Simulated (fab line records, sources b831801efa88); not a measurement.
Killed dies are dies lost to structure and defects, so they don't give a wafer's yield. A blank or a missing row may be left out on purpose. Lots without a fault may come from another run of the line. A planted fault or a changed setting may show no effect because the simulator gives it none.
fab line records | flow sfq_line
record lots=14 wafers=42 last_day=92
route steps=325 shown I2@116 I3@133 I4@174
lots that met no fault: from a run of the same line without faults
start_h: hours from the record's first day to the start of the lot's first wafer shown | wait_h: hours since the lot's step before | " the same as in the row above | L1.1+2: a row that stands for several wafers | - no value, or no start given | * or withheld: withheld | < > ~ a bound
route shown NAME@n: a module of which the file shows steps, and the number in the route of the first | usual: mean/standard deviation of fault-free wafers | same: alike in all rows | chamber/n: place in a boat | sites: the reading at each site | _std_site: their standard deviation | _edge_site: outer sites' mean less inner sites' | radius_mm: how far each site lies from the wafer's centre | mask NAME#n: copy n | behind: the tool/chamber that last shaped the wafer | hold: why the lot was held/for how many hours/how that ended | device: the transistor (n, p or np) that didn't switch | end of line: the same wafers' tests at the end of the route | a step without rows: its recipe alone | killed: dies lost to structure and defects at the first sort, not the wafer's yield | map: a wafer's dies, x killed, . not, _ none there
set.NAME: the setting as run; set.NAME@STEP: as run at that earlier step | model.NAME: the simulator's own value behind a step, which no gauge read
steps of the route over a sample of lots; a table a step, a row a wafer
services: from which hour (start_h, from the record's first day; less than 0 if before it) a tool's chamber was out of use, for how many hours, and why
## steps
# step SFQ_TRILAYER_I2_VIA_STRIP_STRIP_071
# recipe gas=O2 power_w=200 platen_temp_c=40 overash_fraction=0.65 chemistry=O2 pressure_mtorr=50
# usual drypump_motor_current_A=5.7/0.39 oes_product_au=0.994/0.0083
# columns lot.wafer tool chamber start_h wait_h drypump_motor_current_A oes_product_au rf_hours_counter_h
L871.4 rie_metal-02 1 918.34 - 6.3 1.005 -
L871.5 " 1 " " 6.3 1.005 -
L871.6 " 0 " " 5.5 0.988 -
L872.1 rie_metal-04 1 921.74 - 5.5 0.998 2
L872.2 " 0 " " 5.4 1.002 42
L872.5 " 1 " " 5.5 0.984 -
L873.1 rie_metal-01 0 924.14 - 5.3 1.000 84
L873.3 " 0 " " 5.3 0.997 -
L873.4 " 1 " " 6.0 0.990 -
L878.1 rie_metal-04 0 968.54 - 5.4 0.999 47
L878.2 " 1 " " 5.5 0.999 7
L878.4 " 1 " " 5.5 0.986 -
L879.2 rie_metal-04 1 977.06 - 5.5 0.990 9
L879.4 " 0 " " 5.4 1.000 -
L879.5 " 1 " " 5.5 0.995 -
L884.3 rie_metal-01 0 1035.11 - 5.3 0.982 -
L884.4 " 1 " " 6.0 0.991 -
L884.6 " 1 " " 6.0 0.987 -
L885.2 rie_metal-02 1 1048.11 - 6.3 0.995 62
L885.3 " 1 " " 6.3 0.993 -
L885.5 " 0 " " 5.6 0.984 -
L886.1 rie_metal-01 1 1056.51 - 6.0 0.985 106
L886.3 " 0 " " 5.3 0.984 -
L886.5 " 0 " " 5.3 0.983 -
L887.1 rie_metal-02 1 1063.71 - 6.3 1.003 63
L887.5 " 1 " " 6.3 1.001 -
L887.6 " 0 " " 5.5 0.986 -
L890.1 rie_metal-01 1 1067.44 - 6.0 0.990 108
L890.2 " 0 " " 5.3 0.988 101
L890.6 " 1 " " 6.0 0.994 -
L891.3 rie_metal-02 1 1220.49 - 6.3 0.993 -
L891.4 " 0 " " 5.5 0.993 -
L891.6 " 0 " " 5.5 0.998 -
L892.3 rie_metal-04 0 1227.69 - 5.4 0.996 -
L892.5 " 0 " " 5.4 0.994 -
L892.6 " 1 " " 5.4 0.984 -
L893.1 rie_metal-02 1 1235.89 - 6.3 1.016 83
L893.2 " 0 " " 5.5 0.996 63
L893.6 " 0 " " 5.5 1.003 -
L894.1 rie_metal-02 0 1253.11 - 5.6 0.990 66
L894.2 " 1 " " 6.3 1.010 86
L894.6 " 0 " " 5.5 0.986 -
# step SFQ_TRILAYER_I3_DEP_PECVD_081
# recipe material=SiO2 temp_c=150 time_s=111.11 pressure_torr=2.4 rf_w=183.3 precursor=SiH4/N2O target_thk_nm=500
# usual heater_power_w=82/14 throttle_valve_pct=24.8/1.4
# columns lot.wafer tool chamber start_h wait_h heater_power_w since_wet_clean_h throttle_valve_pct
L871.4 pecvd-01 0 1054.96 0.0 81 - 26.2
L871.5 " 1 " " 78 - 24.4
L871.6 " 0 " " 82 - 26.2
L872.1 pecvd-03 2 1058.52 0.0 103 111 23.6
L872.2 " 1 " " 85 111 24.3
L872.5 " 1 " " 87 - 24.7
L873.1 pecvd-04 0 1063.32 0.0 65 486 25.9
L873.3 " 2 " " 71 486 23.6
L873.4 " 1 " " 90 - 23.9
L878.1 pecvd-03 0 1116.25 0.0 103 169 22.5
L878.2 " 2 " " 94 169 23.6
L878.4 " 2 " " 97 - 23.8
L879.2 pecvd-01 2 1124.65 0.0 80 1286 26.5
L879.4 " 0 " " 79 - 26.2
L879.5 " 1 " " 71 - 24.4
L884.3 pecvd-01 0 1175.56 0.0 78 1337 26.2
L884.4 " 1 " " 69 - 24.5
L884.6 " 0 " " 83 - 26.1
L885.2 pecvd-04 0 1189.08 0.0 64 611 27.1
L885.3 " 1 " " 80 611 24.5
L885.5 " 0 " " 65 - 26.7
L886.1 pecvd-01 2 1197.10 0.0 82 1358 26.5
L886.3 " 1 " " 75 1358 24.5
L886.5 " 2 " " 83 - 26.9
L887.1 pecvd-04 0 1205.08 0.0 56 627 27.1
L887.5 " 0 " " 60 - 26.9
L887.6 " 1 " " 85 - 24.6
L890.1 pecvd-01 2 1211.50 0.0 76 1373 26.6
L890.2 " 1 " " 68 1373 24.6
L890.6 " 0 " " 73 - 26.2
L891.3 pecvd-03 2 1224.74 0.0 99 278 24.0
L891.4 " 0 " " 104 - 22.4
L891.6 " 1 " " 85 - 25.2
L892.3 pecvd-01 1 1231.81 0.0 68 1393 24.5
L892.5 " 2 " " 71 - 26.9
L892.6 " 0 " " 82 - 26.1
L893.1 pecvd-03 1 1240.39 0.0 84 293 25.7
L893.2 " 0 " " 110 293 22.5
L893.6 " 1 " " 87 - 25.2
L894.1 pecvd-03 1 1260.93 0.0 86 314 25.2
L894.2 " 2 " " 97 314 24.0
L894.6 " 2 " " 101 - 23.6
# step SFQ_TRILAYER_I4_VIA_BARC_OPEN_VIA_ETCH_146
# recipe mask_material=PR chemistry=O2 target_depth_nm=125 target=BARC source_w=500 bias_w=80 pressure_mtorr=30 time_s=41.7
# usual drypump_motor_current_A=5.6/0.38 oes_product_au=0.686/0.0043 run_length_s=70.0/0.45
# columns lot.wafer tool chamber start_h wait_h drypump_motor_current_A oes_product_au rf_hours_counter_h run_length_s
L871.4 rie_diel-04 2 1341.38 0.0 5.4 0.688 17 69.5
L871.5 " 2 " " 5.4 0.680 - 69.1
L871.6 " 1 " " 5.2 0.685 - 70.3
L872.1 rie_diel-04 1 1347.57 0.0 5.2 0.682 15 70.2
L872.2 " 2 " " 5.4 0.686 18 69.4
L872.5 " 2 " " 5.4 0.685 - 69.1
L873.1 rie_diel-02 0 1352.91 0.0 5.8 0.694 4 69.1
L873.3 " 2 " " 6.0 0.686 17 69.6
L873.4 " 1 " " 5.3 0.688 9 69.6
L878.1 rie_diel-04 0 1390.77 0.0 5.9 0.626 14 78.6
L878.2 " 3 " " 5.6 0.685 16 70.1
L878.4 " 2 " " 5.4 0.633 19 78.4
L879.2 rie_diel-04 1 1398.66 0.0 5.2 0.682 16 69.9
L879.4 " 3 " " 5.6 0.636 16 78.9
L879.5 " 3 " " 5.7 0.687 - 69.9
L884.3 rie_diel-01 3 1552.43 0.0 4.9 0.691 14 69.9
L884.4 " 1 " " 6.0 0.687 7 70.3
L884.6 " 2 " " 5.7 0.689 - 70.2
L885.2 rie_diel-01 0 1559.63 0.0 6.0 0.676 4 70.5
L885.3 " 3 " " 4.8 0.686 15 69.8
L885.5 " 0 " " 5.9 0.686 - 70.8
L886.1 rie_diel-02 0 1564.43 0.0 5.8 0.695 7 69.2
L886.3 " 3 " " 6.2 0.693 9 70.1
L886.5 " 2 " " 6.0 0.679 - 70.1
L887.1 rie_diel-02 2 1572.18 0.0 6.0 0.677 2 69.6
L887.5 " 1 " " 5.4 0.690 - 69.4
L887.6 " 2 " " 6.0 0.679 - 69.7
L890.1 rie_diel-01 2 1590.88 0.0 5.7 0.690 3 70.1
L890.2 " 1 " " 6.0 0.684 8 70.4
L890.6 " 1 " " 6.1 0.684 - 70.3
L891.3 rie_diel-04 3 1594.48 0.0 5.6 0.691 19 69.8
L891.4 " 2 " " 5.4 0.689 - 69.5
L891.6 " 3 " " 5.6 0.684 - 69.8
L892.3 rie_diel-02 1 1599.38 0.0 5.4 0.688 13 69.2
L892.5 " 1 " " 5.4 0.688 - 69.6
L892.6 " 2 " " 6.0 0.689 - 69.7
L893.1 rie_diel-01 0 1602.98 0.0 6.0 0.677 5 70.5
L893.2 " 1 " " 6.1 0.684 8 70.3
L893.6 " 1 " " 6.1 0.690 - 70.2
L894.1 rie_diel-04 3 1611.38 0.0 5.6 0.692 19 70.2
L894.2 " 0 " " 5.8 0.690 17 69.6
L894.6 " 1 " " 5.2 0.681 - 70.0
# step SFQ_TRILAYER_I4_VIA_STRIP_STRIP_107
# recipe gas=O2 power_w=200 platen_temp_c=40 overash_fraction=0.65 chemistry=O2 pressure_mtorr=50
# usual drypump_motor_current_A=5.6/0.35 oes_product_au=0.998/0.015
# columns lot.wafer tool chamber start_h wait_h drypump_motor_current_A oes_product_au rf_hours_counter_h
L871.4 rie_metal-04 1 1341.73 - 5.5 0.991 -
L871.5 " 1 " " 5.5 0.994 -
L871.6 " 0 " " 5.4 0.999 -
L872.1 rie_metal-04 0 1347.72 - 5.4 1.016 96
L872.2 " 1 " " 5.5 0.997 56
L872.5 " 0 " " 5.4 0.999 -
L873.1 rie_metal-01 1 1353.07 - 6.0 1.032 18
L873.3 " 1 " " 6.0 1.030 -
L873.4 " 0 " " 5.3 0.990 -
L878.1 rie_metal-04 0 1390.92 - 5.4 1.003 102
L878.2 " 1 " " 5.5 0.997 62
L878.4 " 0 " " 5.4 1.021 -
L879.2 rie_metal-02 0 1398.81 - 5.5 1.008 88
L879.4 " 0 " " 5.6 1.002 -
L879.5 " 1 " " 6.3 1.021 -
L884.3 rie_metal-01 0 1552.78 - 5.3 0.978 -
L884.4 " 1 " " 6.0 1.020 -
L884.6 " 0 " " 5.3 0.966 -
L885.2 rie_metal-04 1 1559.78 - 5.5 0.996 80
L885.3 " 0 " " 5.4 1.007 -
L885.5 " 0 " " 5.4 1.003 -
L886.1 rie_metal-04 0 1564.58 - 5.4 1.006 1
L886.3 " 0 " " 5.4 1.003 -
L886.5 " 0 " " 5.3 1.003 -
L887.1 rie_metal-01 1 1572.33 - 6.0 1.011 41
L887.5 " 0 " " 5.3 0.988 -
L887.6 " 1 " " 6.0 1.017 -
L890.1 rie_metal-04 1 1591.04 - 5.5 0.997 83
L890.2 " 0 " " 5.4 1.001 3
L890.6 " 0 " " 5.4 0.999 -
L891.3 rie_metal-02 1 1594.84 - 6.3 1.015 -
L891.4 " 0 " " 5.5 0.991 -
L891.6 " 0 " " 5.5 0.993 -
L892.3 rie_metal-04 0 1599.74 - 5.4 1.013 -
L892.5 " 0 " " 5.4 1.009 -
L892.6 " 1 " " 5.5 0.996 -
L893.1 rie_metal-02 1 1603.14 - 6.3 0.994 5
L893.2 " 0 " " 5.5 0.998 114
L893.6 " 0 " " 5.5 0.993 -
L894.1 rie_metal-01 0 1611.54 - 5.3 0.978 43
L894.2 " 1 " " 6.0 0.987 48
L894.6 " 0 " " 5.3 0.977 -
## services
# columns tool chamber start_h hours kind
pecvd-01 2 900.46 17.8 repair
rie_diel-04 - 902.56 0.2 repair
rie_metal-04 - 906.99 14.6 pm
rie_diel-04 0 910.24 3.3 repair
rie_diel-04 3 917.57 4.0 repair
rie_diel-04 1 934.97 8.4 repair
pecvd-01 - 949.36 0.8 pm
rie_metal-02 0 978.11 22.8 repair
rie_metal-04 0 1034.08 2.8 repair
rie_metal-02 - 1036.35 2.0 repair
rie_metal-01 - 1036.86 0.3 repair
rie_metal-01 - 1037.41 2.8 pm
rie_metal-04 0 1041.06 2.6 repair
rie_metal-01 1 1085.12 9.8 repair
rie_metal-02 1 1188.84 15.4 repair
rie_metal-04 1 1202.51 1.0 repair
rie_metal-01 - 1222.14 0.3 repair
rie_metal-04 - 1234.26 1.9 repair
rie_metal-02 - 1281.98 1.4 pm
rie_metal-02 - 1292.12 1.8 repair
rie_metal-01 - 1420.82 0.2 repair
rie_metal-02 - 1451.27 0.7 repair
rie_metal-01 - 1474.81 1.4 pm
rie_metal-02 - 1585.15 2.8 pm
## key
first_sign step=SFQ_TRILAYER_I4_VIA_BARC_OPEN_VIA_ETCH_146 reading=run_length_s direction=up sigmas=19 usual=* struck=*
effect step=SFQ_TRILAYER_I4_VIA_BARC_OPEN_VIA_ETCH_146 reading=oes_product_au direction=down sigmas=13 usual=0.686 struck=0.632
met_at SFQ_TRILAYER_I4_VIA_BARC_OPEN_VIA_ETCH_146
struck_lots L878,L879
struck_wafers L878.1,L878.4,L879.4
not_acting_at SFQ_TRILAYER_I2_VIA_STRIP_STRIP_071,SFQ_TRILAYER_I3_DEP_PECVD_081,SFQ_TRILAYER_I4_VIA_STRIP_STRIP_107
onset_between 1347.57 1390.77
fault kind=process_parameter_drift tool=rie_diel-04 chamber=- onset_h=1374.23 steps=SFQ_TRILAYER_I4_VIA_BARC_OPEN_VIA_ETCH_146 channel=time_s offset=* shape=step end_h=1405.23 scope=struck_wafers_only acts_in=* stated=*
